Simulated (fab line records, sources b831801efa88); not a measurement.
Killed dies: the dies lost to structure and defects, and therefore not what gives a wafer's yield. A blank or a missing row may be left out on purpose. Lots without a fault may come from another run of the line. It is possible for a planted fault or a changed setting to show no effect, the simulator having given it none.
fab line records	flow sky130
[record] lots = 6	wafers = 18	last-day = 50
route steps=708 shown DNWELL@42 PWDE@45 NWELL@56 PAD_OPEN@708
lots with no fault: from the same line, run without faults
start-h: the number of hours between the record's first day and the start of the first shown wafer of the lot	wait-h: how many hours have passed since the lot's step before this one	" identical to the entry in the row above	L1.1+2: one row covering several wafers at once	- no value, or no start given	* or withheld: withheld	< > ~ a bound
route shown NAME@n: a module of which the file shows steps, and the number in the route of the first	usual: the fault-free wafers' mean and standard deviation	same: alike in all rows	chamber/n: place in a boat	sites: per-site readings	_std_site: the standard deviation of these	_edge_site: the outer-site mean with the inner-site mean subtracted	radius-mm: how far each site lies from the wafer's centre	mask NAME#n: copy n	behind: tool/chamber where the wafer was last shaped	hold: why the lot went on hold/how many hours it stayed there/how the hold came to an end	device: which transistor (n, p or np) failed to switch	end of line: the route-end tests of the same wafers	where a step has no rows: the recipe by itself	killed: count of dies lost to structure and defects at first sort (not the wafer's yield)	map: a wafer's dies, marking killed ones x, the rest . and places with no die _
set.NAME: the run value of the setting; set.NAME@STEP: its run value at that earlier step	model.NAME: the simulator's own value behind a step, which no gauge read
certain route steps with their lots: each step a table, each wafer a row
services: when a tool's chamber went out of use (start-h, in hours from the record's first day, below 0 if earlier), for how many hours, and the reason
[[steps]]
[step SKY_DNWELL_IMPLANT_07]
[recipe] species = P	energy-kev = withheld	dose-cm2 = withheld	tilt-deg = withheld
[step SKY_DNWELL_STRIP_08]
[recipe] chemistry = O2/N2	power-w = 1400	pressure-mtorr = 1500	platen-temp-c = withheld	o2-flow-sccm = 3000	n2-flow-sccm = 300	overash-fraction = 0.5
[usual] chamber-pressure-mTorr = 1500.0/1.4	drypump-motor-current-A = 5.8/0.59	oes-product-au = 0.722/0.0052	strip-time-to-endpoint-s = 36.95/0.093
lot.wafer	tool	chamber	start-h	wait-h	chamber-pressure-mTorr	drypump-motor-current-A	oes-product-au	rf-hours-counter-h	strip-time-to-endpoint-s
L394.2	plasma-asher-01	1	66.39	0.1	1501.4	5.7	0.720	38	37.10
L394.5	"	1	"	"	1501.4	5.7	0.719	-	36.95
L394.6	"	0	"	"	1499.2	5.8	0.722	-	36.93
L399.2	plasma-asher-02	0	95.94	0.1	1500.9	6.6	0.723	42	36.87
L399.3	"	0	"	"	1500.3	6.6	0.720	-	36.87
L399.5	"	1	"	"	1500.7	6.1	0.724	-	36.91
L400.2	plasma-asher-02	1	101.70	0.1	1501.1	6.1	0.725	42	36.93
L400.3	"	1	"	"	1498.9	6.1	0.726	-	36.89
L400.6	"	1	"	"	1498.8	6.1	0.716	-	36.96
L406.4	plasma-asher-01	1	134.88	0.1	1501.2	5.6	0.712	-	36.86
L406.5	"	0	"	"	1500.4	5.8	0.718	-	36.95
L406.6	"	1	"	"	1500.6	5.7	0.722	-	36.84
L410.1	plasma-asher-04	1	154.84	0.1	1498.3	5.4	0.730	33	37.07
L410.2	"	0	"	"	1499.8	4.7	0.719	33	36.95
L410.5	"	0	"	"	1499.4	4.7	0.722	-	36.95
L412.1	plasma-asher-04	0	165.98	0.1	1497.8	4.7	0.723	34	37.01
L412.4	"	0	"	"	1500.2	4.7	0.726	-	36.98
L412.5	"	1	"	"	1499.7	5.3	0.713	-	36.96
[step SKY_DNWELL_TW_MEAS_09]
[usual] DNWELL_TW = 1123/7
lot.wafer	tool	chamber	start-h	wait-h	DNWELL_TW
L394.2	film-metro-04	-	66.50	0.1	1131
L394.5	"	-	"	"	1129
L394.6	"	-	"	"	1130
L399.2	film-metro-04	-	96.05	0.1	1122
L399.3	"	-	"	"	1126
L399.5	"	-	"	"	1126
L400.2	film-metro-03	-	101.81	0.1	1124
L400.3	"	-	"	"	1128
L400.6	"	-	"	"	1127
L406.4	film-metro-03	-	134.98	0.1	1126
L406.5	"	-	"	"	1129
L406.6	"	-	"	"	1131
L410.1	film-metro-04	-	154.94	0.1	1121
L410.2	"	-	"	"	1122
L410.5	"	-	"	"	1116
L412.1	film-metro-02	-	166.08	0.1	1118
L412.4	"	-	"	"	1104
L412.5	"	-	"	"	1110
[step SKY_PWDE_DEHYDRATE_00]
[recipe] temp-c = 200	time-s = 60
[step SKY_PWDE_HMDS_01]
[recipe] prime-time-s = 60	prime-temp-c = 120
[step SKY_PWDE_COAT_02]
[recipe] spin-rpm = 2000	resist-thk-nm = 3000
[step SKY_PWDE_SOFTBAKE_03]
[recipe] temp-c = 110	time-s = withheld
[step SKY_PWDE_EXPOSE_04]
[recipe] mask-id = PWDEM	na = 0.6	source-shape = conventional	sigma-outer = 0.6	polarization = unpolarized	target-cd-nm = 840	dose-mj = 214
[step SKY_PWDE_PEB_05]
[recipe] temp-c = 115	time-s = withheld
[step SKY_PWDE_DEVELOP_06]
[recipe] wall-angle-deg = 90	developer = TMAH	develop-time-s = 60	dev-temp-c = 23
[step SKY_PWDE_OVL_MEAS_07]
[usual] PWDE_OVL = 0.4/1.5
lot.wafer	tool	chamber	start-h	wait-h	PWDE_OVL[nm]
L394.2	overlay-02	-	83.99	-	0.6
L394.5	"	-	"	"	1.6
L394.6	"	-	"	"	0.4
L399.2	overlay-01	-	114.00	-	0.6
L399.3	"	-	"	"	1.6
L399.5	"	-	"	"	-0.1
L400.2	overlay-02	-	120.05	-	0.6
L400.3	"	-	"	"	-0.9
L400.6	"	-	"	"	0.0
L406.4	overlay-01	-	154.70	-	0.3
L406.5	"	-	"	"	0.6
L406.6	"	-	"	"	-0.5
L410.1	overlay-02	-	175.00	-	0.8
L410.2	"	-	"	"	1.9
L410.5	"	-	"	"	1.8
L412.1	overlay-02	-	186.60	-	2.1
L412.4	"	-	"	"	1.4
L412.5	"	-	"	"	1.0
[step SKY_PWDE_IMPLANT_08]
[recipe] species = B	energy-kev = 150	dose-cm2 = 3.6e+12	tilt-deg = withheld
[step SKY_PWDE_STRIP_09]
[recipe] chemistry = O2/N2	power-w = 1400	pressure-mtorr = 1500	platen-temp-c = withheld	o2-flow-sccm = 3000	n2-flow-sccm = 300	overash-fraction = 0.5
[usual] chamber-pressure-mTorr = 1499.9/1.4	drypump-motor-current-A = 6.0/0.4	oes-product-au = 0.723/0.0046	strip-time-to-endpoint-s = 36.93/0.1
lot.wafer	tool	chamber	start-h	wait-h	chamber-pressure-mTorr	drypump-motor-current-A	oes-product-au	rf-hours-counter-h	strip-time-to-endpoint-s	model.coat_of_PWDE_COAT_02.thk-nm
L394.2	plasma-asher-01	1	84.17	0.1	1501.2	5.7	0.723	40	36.95	0
L394.5	"	1	"	"	1499.4	5.7	0.732	-	37.06	0
L394.6	"	0	"	"	1498.7	5.8	0.720	-	37.08	0
L399.2	plasma-asher-02	0	114.18	0.1	-	-	-	-	-	2994
L399.3	"	0	"	"	-	-	-	-	-	3011
L399.5	"	0	"	"	-	-	-	-	-	3002
L400.2	plasma-asher-03	0	120.23	0.1	-	-	-	-	-	3003
L400.3	"	1	"	"	-	-	-	-	-	2997
L400.6	"	1	"	"	-	-	-	-	-	2992
L406.4	plasma-asher-01	0	154.90	0.1	1499.7	5.8	0.726	-	36.87	0
L406.5	"	0	"	"	1497.7	5.8	0.726	-	36.83	0
L406.6	"	1	"	"	1501.2	5.6	0.724	-	36.74	0
L410.1	plasma-asher-02	1	175.18	0.1	1499.8	6.1	0.731	50	36.86	0
L410.2	"	0	"	"	1501.8	6.6	0.710	50	36.86	0
L410.5	"	0	"	"	1501.1	6.6	0.726	-	36.89	0
L412.1	plasma-asher-03	1	186.78	0.1	1500.7	5.5	0.727	7	36.96	0
L412.4	"	0	"	"	1499.9	5.6	0.722	-	37.03	0
L412.5	"	1	"	"	1497.2	5.5	0.720	-	36.99	0
[step SKY_PWDE_TW_MEAS_10]
[usual] PWDE_TW = 377.5/2.8
lot.wafer	tool	chamber	start-h	wait-h	PWDE_TW
L394.2	film-metro-03	-	84.28	0.1	382.9
L394.5	"	-	"	"	382.9
L394.6	"	-	"	"	382.7
L399.2	film-metro-04	-	114.29	0.1	377.2
L399.3	"	-	"	"	379.8
L399.5	"	-	"	"	379.1
L400.2	film-metro-04	-	120.35	0.1	380.8
L400.3	"	-	"	"	380.2
L400.6	"	-	"	"	379.4
L406.4	film-metro-02	-	155.00	0.1	374.5
L406.5	"	-	"	"	372.4
L406.6	"	-	"	"	372.2
L410.1	film-metro-03	-	175.28	0.1	373.9
L410.2	"	-	"	"	375.8
L410.5	"	-	"	"	377.9
L412.1	film-metro-03	-	186.88	0.1	373.9
L412.4	"	-	"	"	374.9
L412.5	"	-	"	"	376.1
[step SKY_NWELL_DEHYDRATE_03]
[recipe] temp-c = 200	time-s = 60
[step SKY_NWELL_HMDS_04]
[recipe] prime-time-s = 60	prime-temp-c = 120
[step SKY_NWELL_COAT_05]
[recipe] spin-rpm = 2000	resist-thk-nm = 3000
[step SKY_NWELL_SOFTBAKE_06]
[recipe] temp-c = 110	time-s = withheld
[step SKY_NWELL_EXPOSE_07]
[recipe] mask-id = NWM	na = 0.6	source-shape = conventional	sigma-outer = 0.6	polarization = unpolarized	target-cd-nm = 840	dose-mj = 255
[step SKY_NWELL_PEB_08]
[recipe] temp-c = 115	time-s = withheld
[step SKY_NWELL_DEVELOP_09]
[recipe] wall-angle-deg = 90	developer = TMAH	develop-time-s = 60	dev-temp-c = 23
[step SKY_NWELL_OVL_MEAS_10]
[usual] NWELL_00_OVL = -0.3/1.4
lot.wafer	tool	chamber	start-h	wait-h	NWELL_00_OVL[nm]
L394.2	overlay-01	-	100.95	-	-1.0
L394.5	"	-	"	"	-1.6
L394.6	"	-	"	"	-0.9
L399.2	overlay-01	-	133.39	-	2.9
L399.3	"	-	"	"	0.7
L399.5	"	-	"	"	1.8
L400.2	overlay-01	-	139.10	-	-1.0
L400.3	"	-	"	"	-2.4
L400.6	"	-	"	"	-2.7
L406.4	overlay-01	-	175.36	-	0.0
L406.5	"	-	"	"	-1.0
L406.6	"	-	"	"	-0.2
L410.1	overlay-02	-	196.70	-	1.3
L410.2	"	-	"	"	-0.4
L410.5	"	-	"	"	0.4
L412.1	overlay-02	-	207.73	-	-0.4
L412.4	"	-	"	"	-0.5
L412.5	"	-	"	"	-1.6
[step SKY_NWELL_IMPLANT_11]
[recipe] species = P	energy-kev = 400	dose-cm2 = 1.9e+13	tilt-deg = withheld
[step SKY_NWELL_IMPLANT_12]
[recipe] species = P	energy-kev = 120	dose-cm2 = 1.3e+12	tilt-deg = withheld
[step SKY_NWELL_IMPLANT_13]
[recipe] species = P	energy-kev = 50	dose-cm2 = 7e+11	tilt-deg = withheld
[step SKY_NWELL_STRIP_14]
[recipe] chemistry = O2/N2	power-w = 1400	pressure-mtorr = 1500	platen-temp-c = withheld	o2-flow-sccm = 3000	n2-flow-sccm = 300	overash-fraction = 0.5
[usual] chamber-pressure-mTorr = 1500.0/1.5	drypump-motor-current-A = 5.4/0.37	oes-product-au = 0.722/0.0048	strip-time-to-endpoint-s = 36.99/0.095
lot.wafer	tool	chamber	start-h	wait-h	chamber-pressure-mTorr	drypump-motor-current-A	oes-product-au	rf-hours-counter-h	strip-time-to-endpoint-s
L394.2	plasma-asher-01	1	101.43	0.1	1497.8	5.7	0.716	42	36.88
L394.5	"	1	"	"	1499.3	5.6	0.717	-	36.93
L394.6	"	0	"	"	1499.4	5.9	0.724	-	37.07
L399.2	plasma-asher-04	1	133.87	0.1	1497.8	5.3	0.746	31	81.20
L399.3	"	0	"	"	1500.4	4.7	0.742	-	81.52
L399.5	"	1	"	"	1501.0	5.3	0.732	-	81.30
L400.2	plasma-asher-03	0	139.58	0.1	1500.6	5.6	0.742	2	81.20
L400.3	"	0	"	"	1502.6	5.6	0.743	-	81.20
L400.6	"	0	"	"	1499.6	5.6	0.734	-	81.10
L406.4	plasma-asher-01	0	175.87	0.1	1501.8	5.9	0.724	-	36.97
L406.5	"	0	"	"	1501.2	5.9	0.716	-	37.12
L406.6	"	1	"	"	1503.5	5.6	0.728	-	36.95
L410.1	plasma-asher-01	1	197.18	0.1	1499.7	5.6	0.712	50	36.86
L410.2	"	0	"	"	1499.5	5.8	0.728	50	36.90
L410.5	"	1	"	"	1498.5	5.6	0.720	-	36.93
L412.1	plasma-asher-03	1	208.22	0.1	1499.3	5.5	0.724	9	36.98
L412.4	"	1	"	"	1499.9	5.5	0.728	-	37.11
L412.5	"	0	"	"	1501.3	5.6	0.712	-	37.08
[step SKY_NWELL_TW_MEAS_15]
[usual] NWELL_TW = 1834/9.1
lot.wafer	tool	chamber	start-h	wait-h	hold	NWELL_TW
L394.2	film-metro-03	-	101.54	0.1	-	1827
L394.5	"	-	"	"	-	1833
L394.6	"	-	"	"	-	1825
L399.2	film-metro-03	-	133.98	0.1	await-dispo/0.2h/release	30
L399.3	"	-	"	"	await-dispo/0.2h/release	30
L399.5	"	-	"	"	await-dispo/0.2h/release	30
L399.2	film-metro-03	-	134.21	0.2	-	30
L399.3	"	-	"	"	-	31
L399.5	"	-	"	"	-	30
L400.2	film-metro-03	-	139.69	0.1	await-dispo/0.2h/release	30
L400.3	"	-	"	"	await-dispo/0.2h/release	30
L400.6	"	-	"	"	await-dispo/0.2h/release	30
L400.2	film-metro-03	-	139.92	0.2	-	30
L400.3	"	-	"	"	-	30
L400.6	"	-	"	"	-	30
L406.4	film-metro-02	-	175.96	0.1	-	1836
L406.5	"	-	"	"	-	1832
L406.6	"	-	"	"	-	1834
L410.1	film-metro-03	-	197.28	0.1	-	1837
L410.2	"	-	"	"	-	1834
L410.5	"	-	"	"	-	1835
L412.1	film-metro-04	-	208.32	0.1	-	1840
L412.4	"	-	"	"	-	1838
L412.5	"	-	"	"	-	1834
[step SKY_PAD_OPEN_PROBE_99]
[usual] defect-limited-yield = 82.9/2	killed_at_M0_to_M3 = 42/7.6	killed_at_M4_up = 2.9/1.7	killed-at-contacts = 24/5.1	killed-at-front-end = 15/4	killed-at-other = 0.2/0.38	killed-dies = 84/9.9	killed-open = 46/7.2	killed-short = 38/6.6	sort_bin_3_pad_short = 0.9/0.38	sort_bin_5_function = 10.2/1.5	sort_bin_6_memory = 6.0/1	sort-n-pass = 408/9.9	sort-yield-pct = 82.9/2
[same] gross-dies = 492	killed-at-back-side = 0	sort_bin_4_leakage[%] = 0	sort_bin_8_speed[%] = 0
lot.wafer	tool	chamber	start-h	wait-h	defect-limited-yield[%]	killed_at_M0_to_M3	killed_at_M4_up	killed-at-contacts	killed-at-front-end	killed-at-other	killed-dies	killed-open	killed-short	sort_bin_3_pad_short[%]	sort_bin_5_function[%]	sort_bin_6_memory[%]	sort-n-pass	sort-yield-pct[%]
L394.2	prober-01	-	1095.19	0.1	83.7	30	2	25	23	0	80	32	48	1.2	10.4	4.7	412	83.7
L394.5	prober-01	-	1095.34	0.2	85.0	33	3	26	12	0	74	43	31	1.0	8.1	5.9	418	85.0
L394.6	prober-01	-	1095.39	0.2	85.8	31	1	21	17	0	70	42	28	0.8	8.5	4.9	422	85.8
// killed by level:class
L394.2 FIELD_ISO:geometric-particle:short=7 LOCAL_INTERCONNECT:geometric-particle:short=7 CONTACT:geometric-particle:open=7 POLY_GATE:geometric-particle:short=6 METAL1:geometric-particle:short=6 VIA3:geometric-particle:open=6 POLY_GATE:geometric-particle:open=5 LI_CONTACT:geometric-particle:open=5
L394.5 LI_CONTACT:geometric-particle:open=10 CONTACT:geometric-particle:open=10 VIA2:geometric-particle:open=7 METAL1:geometric-particle:short=5 FIELD_ISO:geometric-particle:short=4 VIA1:geometric-particle:open=4 METAL2:geometric-particle:short=4 VIA2:geometric-particle:short=4
L394.6 CONTACT:geometric-particle:open=11 VIA1:geometric-particle:open=7 POLY_GATE:geometric-particle:open=6 VIA1:geometric-particle:short=6 LI_CONTACT:geometric-particle:open=5 VIA3:geometric-particle:open=5 VIA2:geometric-particle:short=4 FIELD_ISO:geometric-particle:short=3
[[services]]
tool	chamber	start-h	hours	kind
plasma-asher-03	-	92.59	10.3	repair
plasma-asher-03	-	108.75	9.0	pm
plasma-asher-03	0	108.75	9.0	vent-cycle
plasma-asher-03	1	108.75	9.0	vent-cycle
plasma-asher-03	0	117.75	-	clean
plasma-asher-03	1	117.75	-	clean
plasma-asher-01	-	127.37	2.8	pm
plasma-asher-01	-	178.17	14.6	pm
[[key]]
[first-sign] step = SKY_PWDE_STRIP_09	reading = tool-record	direction = missing
[effect] step = SKY_NWELL_STRIP_14	reading = strip-time-to-endpoint-s	direction = up	sigmas = 99+	usual = *	struck = *
[effect] step = SKY_NWELL_TW_MEAS_15	reading = visit	direction = added
[effect] step = SKY_NWELL_TW_MEAS_15	reading = NWELL_TW	direction = down	sigmas = 99+	usual = 1834	struck = 30
[model-effect] step = SKY_PWDE_STRIP_09	value = coat_of_PWDE_COAT_02.thk-nm	without = 0	struck = 3000
met-at SKY_PWDE_STRIP_09
struck-wafers L399.2,L399.3,L399.5,L400.2,L400.3,L400.6
scrapped-behind SKY_NWELL_TW_MEAS_15 L399.2,L399.3,L399.5,L400.2,L400.3,L400.6
[fault] kind = skipped-step-whole	tool = plasma-asher-02,plasma-asher-03	chamber = -	onset-h = 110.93	steps = SKY_PWDE_STRIP_09	scope = struck-lots-only
